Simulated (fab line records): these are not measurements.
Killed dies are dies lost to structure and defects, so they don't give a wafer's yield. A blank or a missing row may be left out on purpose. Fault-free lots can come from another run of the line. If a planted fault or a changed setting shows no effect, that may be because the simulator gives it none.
Matching of chambers :: flow sfq_line :: SFQ_TRILAYER_I1_CMP_CMP_046 on cmp-02 has 4 sister chambers
The step polishes SiO2. 8 wafers are shown with their chamber, then 8 later ones without.

EACH WAFER AND ITS CHAMBER
wafer: L499.3
chamber: 1
motor_current_A (A): 9.8
time_to_endpoint_s (s): 218

wafer: L499.4
chamber: 0
motor_current_A (A): 9.6
time_to_endpoint_s (s): 223

wafer: L502.1
chamber: 1
motor_current_A (A): 9.5
time_to_endpoint_s (s): 202

wafer: L502.4
chamber: 0
motor_current_A (A): 9.4
time_to_endpoint_s (s): 221

wafer: L503.1
chamber: 3
motor_current_A (A): 10.9
time_to_endpoint_s (s): 209

wafer: L503.3
chamber: 2
motor_current_A (A): 8.6
time_to_endpoint_s (s): 215

wafer: L503.5
chamber: 2
motor_current_A (A): 8.6
time_to_endpoint_s (s): 218

wafer: L510.4
chamber: 3
motor_current_A (A): 11.0
time_to_endpoint_s (s): 216

WAFERS WITHOUT THEIR CHAMBER
wafer: L510.2
motor_current_A (A): 9.4
time_to_endpoint_s (s): 217

wafer: L510.6
motor_current_A (A): 8.2
time_to_endpoint_s (s): 218

wafer: L513.3
motor_current_A (A): 8.7
time_to_endpoint_s (s): 215

wafer: L513.5
motor_current_A (A): 11.2
time_to_endpoint_s (s): 212

wafer: L513.6
motor_current_A (A): 9.2
time_to_endpoint_s (s): 222

wafer: L517.1
motor_current_A (A): 9.8
time_to_endpoint_s (s): 214

wafer: L517.5
motor_current_A (A): 9.9
time_to_endpoint_s (s): 225

wafer: L517.6
motor_current_A (A): 9.2
time_to_endpoint_s (s): 210

THE CHAMBER EACH PASSED THROUGH
wafer: L510.2
from the rows above: can't be placed: 0 or 1
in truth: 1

wafer: L510.6
from the rows above: 2
in truth: 2

wafer: L513.3
from the rows above: 2
in truth: 2

wafer: L513.5
from the rows above: 3
in truth: 3

wafer: L513.6
from the rows above: can't be placed: 0 or 1
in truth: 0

wafer: L517.1
from the rows above: can't be placed: 1 or 0
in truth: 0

wafer: L517.5
from the rows above: can't be placed: 1 or 0
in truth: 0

wafer: L517.6
from the rows above: can't be placed: 0 or 1 or 2
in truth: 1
3 of 8 placed correctly. Cannot be placed on the basis of these rows: 5; the candidates contain the true chamber in 5. Number placed wrongly: 0.
How it was worked out, from the rows above alone: a wafer's distance from a chamber is the root of the sum, over the readings, of the square of ((its reading less the chamber's mean) divided by the reading's scatter). If the next closest chamber is less than 2 further off than the closest, the wafer can't be placed; otherwise it belongs to the closest. The mean given for a chamber averages the wafers shown for that chamber. How the scatter is found: for the shown wafers, subtract from each reading the mean of its chamber, square and add these, divide the total by (wafers less chambers), then take the root.
